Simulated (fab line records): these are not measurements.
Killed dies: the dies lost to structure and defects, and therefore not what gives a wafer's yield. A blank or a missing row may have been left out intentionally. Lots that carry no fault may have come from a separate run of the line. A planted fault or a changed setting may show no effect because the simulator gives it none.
Problem report in the 8D (eight disciplines) form, filled by code ; flow gf180mcu ; the parts of the form that need people (team, actions taken, sign-off) are left out

## 1. WHAT IS WRONG
At GF_STI_WET_ETCH_17, temp-c averages 156.04 C over 6 wafers from 2 lots, while fault-free wafers read 160.02 C, standard deviation 0.14. That puts it -28 standard deviations away from the usual mean.
The step: etches Si3N4 in H3PO4, target depth 45 nm, time 514 s.
First seen on wafer L335.1, day 4 15:26, on wet-bench-03. The record holds 39 wafers of 13 lots with a number at this step. By rule, "out" or "out of limits" means more than 4 standard deviations away from the usual mean. The other wafers with a number count as sound.

## 2. WHAT THIS IS AND IS NOT
question;is;is not
which readings at this step;temp-c, bath-guard-temp-C;-
which lots;L335, L338;L324, L325, L326, L328, L329, L331, L332, L334, L344, L345, L346
which wafers of those lots;all that have a number;-
read on which tools;wet-bench-03;wet-bench-02, wet-bench-04
when;from day 4 15:26;"up to then (24 sound wafers); but 9 sound wafers of L344, L345, L346 came after"

## 3. SUSPECTS, AND WHAT RULES EACH OUT
Counting: a tool stays on the suspect list if, at a process step up to the reading, it processed all lots that are out and no sound lot following the first of them.
- wet-bench-03 at GF_STI_WET_ETCH_17 (etches Si3N4 in H3PO4, target depth 45 nm, time 514 s): kept. It processed each lot that is out, first L335 at day 4 15:26, and no sound lot thereafter; up to then, the last sound lot it processed was L331 at day 3 20:01. Its own bath-guard-temp-C, temp-c readings are out on those wafers.
Remaining after the count: wet-bench-03 at GF_STI_WET_ETCH_17.

## 4. THE CAUSE (what the simulator had put in)
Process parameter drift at GF_STI_WET_ETCH_17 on wet-bench-03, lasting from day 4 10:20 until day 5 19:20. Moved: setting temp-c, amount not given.
After counting, this tool was the only one left.

## 5. THE CHAIN OF EFFECTS, in route order
Rows list readings where the struck wafers' mean (over those with a number) sits beyond 3 standard deviations from the usual. Only readings for which the record gives a usual standard deviation are gone through. hours: the time from each lot's start at the first step in this table that gives one to its start at this step, as a median over the lots. sigmas: the change in usual standard deviations.
hours;step;reading;usual;on struck wafers;change;sigmas
0;GF_STI_WET_ETCH_17;bath-guard-temp-C;160.2 C;156.3;-3.9;-8.3
0;GF_STI_WET_ETCH_17;temp-c;160.02 C;156.04;-3.98;-28
Here are the process steps it includes:
- GF_STI_WET_ETCH_17: etches Si3N4 in H3PO4, target depth 45 nm, time 514 s.
Later measuring or inspecting steps at which every struck wafer that the step has a row for has a number for every such reading, and none has moved that far: GF_MVSD_OVL_MEAS_07.

## 6. WHAT WOULD HAVE CAUGHT IT SOONER
In this record no reading fell out of limits until day 4 15:26, 5 hours after the fault had begun at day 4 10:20.
